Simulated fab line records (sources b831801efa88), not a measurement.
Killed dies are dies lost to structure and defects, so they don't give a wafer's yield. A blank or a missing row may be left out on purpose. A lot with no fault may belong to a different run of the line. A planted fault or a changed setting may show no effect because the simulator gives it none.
Chamber matching :: flow sky130 :: cmp-01 running SKY_VIA4_CMP_21: 4 sister chambers
The step polishes, stops on SiO2, t overpolish 25 s, target thk 0 nm. 4 wafers are shown with their chamber, then 9 later ones without.

## EACH WAFER AND ITS CHAMBER
wafer: L827.3
chamber: 0
motor current A (A): 10.9

wafer: L830.1
chamber: 1
motor current A (A): 12.3

wafer: L830.5
chamber: 3
motor current A (A): 11.3

wafer: L830.6
chamber: 2
motor current A (A): 10.4

## WAFERS WITH NO CHAMBER GIVEN
wafer: L836.1
motor current A (A): 10.8

wafer: L836.4
motor current A (A): 12.0

wafer: L836.5
motor current A (A): 12.3

wafer: L838.1
motor current A (A): 10.1

wafer: L838.2
motor current A (A): 12.2

wafer: L838.6
motor current A (A): 10.5

wafer: L840.2
motor current A (A): 10.3

wafer: L840.5
motor current A (A): 11.3

wafer: L840.6
motor current A (A): 10.6

## CHAMBER TAKEN BY EACH
wafer: L836.1
from the rows above: can't be placed: 0 or 2
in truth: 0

wafer: L836.4
from the rows above: 1
in truth: 1

wafer: L836.5
from the rows above: 1
in truth: 1

wafer: L838.1
from the rows above: 2
in truth: 2

wafer: L838.2
from the rows above: 1
in truth: 1

wafer: L838.6
from the rows above: can't be placed: 2 or 0
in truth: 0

wafer: L840.2
from the rows above: 2
in truth: 2

wafer: L840.5
from the rows above: 3
in truth: 3

wafer: L840.6
from the rows above: can't be placed: 2 or 0
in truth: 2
Placed correctly: 6 of 9. From these rows, 3 cannot be placed; in 3 the true chamber is one of the candidates. Placed wrongly: 0.
How it was worked out, from the rows above alone: a wafer's distance from a chamber is the root of the sum, over the readings, of the square of ((its reading less the chamber's mean) divided by the reading's scatter). The wafer belongs to the nearest chamber; if the next one is less than 2 further off, it can't be placed. A chamber's mean is the mean of its shown wafers. The scatter (one wafer shown for each chamber): square how far every hidden wafer sits from the nearest shown wafer, average those squares and take the square root.
